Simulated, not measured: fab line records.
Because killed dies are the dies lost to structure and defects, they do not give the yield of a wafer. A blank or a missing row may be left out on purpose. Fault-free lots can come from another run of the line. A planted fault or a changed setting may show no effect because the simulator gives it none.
One fault through the eyes of 2 desks + flow gf180mcu + every desk sees just its own numbers, and what lay behind them comes last

== AT THE TOOL OWNER'S DESK: pvd-sputter-02 ==
The tool's own readings at GF_V3_SPUTTER_22 (material TiN, target thk 10 nm, time 40 s): means of the sampled wafers that have a number, for each lot that ran on this tool. The brackets show how far a lot's mean lies from the usual mean; more than 4 standard deviations puts the lot out of limits, marked OUT.
Columns: A = throttle-valve-pct at GF_V3_SPUTTER_22, usual 29.7 %
| lot  | first seen here | A    |
|------|-----------------|------|
| L461 | day 25 10:45    | 29.1 |
| L462 | day 26 00:04    | 29.9 |
| L464 | day 26 21:36    | 29.2 |
This desk's finding: nothing out of limits on any of the 3 lots.

== THE METROLOGY DESK ==
What the gauges read for every lot (on any tool): the sampled wafers with a number, averaged. The brackets show how far a lot's mean lies from the usual mean; more than 4 standard deviations puts the lot out of limits, marked OUT.
Columns: A = cd-nm at GF_V3_CD_MEAS_14, usual 260.3 nm; B = V3_OVL at GF_V3_OVL_MEAS_15, usual -1 nm
| lot  | first seen here | A     | B  |
|------|-----------------|-------|----|
| L453 | day 22 15:41    | 262.0 | -6 |
| L461 | day 25 09:53    | 261.1 | 6  |
| L462 | day 25 23:11    | 259.6 | 2  |
| L464 | day 26 20:43    | 262.9 | 4  |
| L472 | day 28 23:44    | 260.2 | 2  |
| L473 | day 29 15:01    | 260.3 | -5 |
This desk's finding: nothing out of limits on any of the 6 lots.

== PUT TOGETHER ==
Nothing out of limits was seen by the tool owner's desk.
At the metrology desk, nothing out of limits was observed.

== WHAT THE SIMULATOR HAD INSERTED ==
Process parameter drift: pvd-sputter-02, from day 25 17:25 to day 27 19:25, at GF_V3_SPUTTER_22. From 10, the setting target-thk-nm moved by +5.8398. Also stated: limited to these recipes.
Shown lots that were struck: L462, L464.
